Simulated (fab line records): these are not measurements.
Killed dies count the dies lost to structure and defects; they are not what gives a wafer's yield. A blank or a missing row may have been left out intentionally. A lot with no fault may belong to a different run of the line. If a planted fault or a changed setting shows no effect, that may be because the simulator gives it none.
8D (eight disciplines) problem report, filled in by code | flow gf180mcu | the parts of the form that need people (team, actions taken, sign-off) are left out

1. THE PROBLEM
Mean SAB_CVD_00_THK at GF_SAB_THK_MEAS_01: 40.4 nm over 3 wafers in 3 lots; fault-free wafers: 49.8 nm, standard deviation 0.65. Relative to the usual mean, that is a shift of -14 standard deviations.
The first sign was on wafer L676.5 at day 17 10:24, on film metro-01. Wafers with a number at this step in the record: 39, from 14 lots. By rule, "out" or "out of limits" means more than 4 standard deviations away from the usual mean. The other wafers with a number count as sound.

2. WHAT THIS IS AND IS NOT
question                    | is                           | is not
which readings at this step | SAB_CVD_00_THK               | -
which lots                  | L676, L677, L678             | L667, L668, L669, L671, L672, L684, L685, L686, L687, L688, L690
which wafers of those lots  | L676.5, L677.5, L678.5       | L676.6, L677.1, L678.1
read on which gauges        | film metro-01, film metro-02 | film metro-04
when                        | from day 17 10:24            | up to then (16 sound wafers); but 20 sound wafers of L677, L678, L684, L685, L686, L687, L688, L690 came after

3. THE SUSPECTS, EACH WITH WHAT RULES IT OUT
Counting: a tool at a process step up to the reading stays a suspect if it ran every lot that is out. Sound lots after the first of them don't rule it out here, since some wafers of a struck lot are sound.
- ruled out: the gauge at GF_SAB_THK_MEAS_01. The wafers that are out were read on 2 gauges (film metro-01, film metro-02).
- pecvd-03 at GF_SAB_CVD_00 (deposits SiO2 from TEOS, target thk 50 nm, time 4.9302 s): kept. It ran every lot that is out, first L676 (day 17 10:21); its last sound lot up to then is L672 (day 16 00:23).
After counting, what remains is pecvd-03 at GF_SAB_CVD_00.

4. THE CAUSE (what the simulator had put in)
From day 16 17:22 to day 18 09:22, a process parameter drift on pecvd-03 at GF_SAB_CVD_00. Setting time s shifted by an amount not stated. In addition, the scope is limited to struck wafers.
Only this tool survived the counting.

5. THE EFFECT CHAIN, in route order
Rows list readings where the struck wafers' mean (over those with a number) sits beyond 3 standard deviations from the usual. Readings are gone through only where the record gives a usual standard deviation; hours: the median, over the lots, of the time from a lot's start at the first step in this table giving one to that lot's start at this step; sigmas: the change measured in usual standard deviations.
hours | step               | reading        | usual   | on struck wafers | change | sigmas
0     | GF_SAB_THK_MEAS_01 | SAB_CVD_00_THK | 49.8 nm | 40.4             | -9.4   | -14

6. HOW IT WOULD HAVE BEEN CAUGHT EARLIER
17 hours passed between the start of the fault at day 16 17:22 and the first reading out of limits at a measuring or inspecting step in this record, taken at day 17 10:24.
An alarm limit of 4 standard deviations would not have fired on the tool readings at GF_SAB_CVD_00 for which the record gives a usual standard deviation, since none of them was out on any struck wafer.
Of the lots that are out (3), L677, L678 began GF_SAB_CVD_00 on pecvd-03 after day 17 10:24. A hold on the tool at that time would have spared those 2.
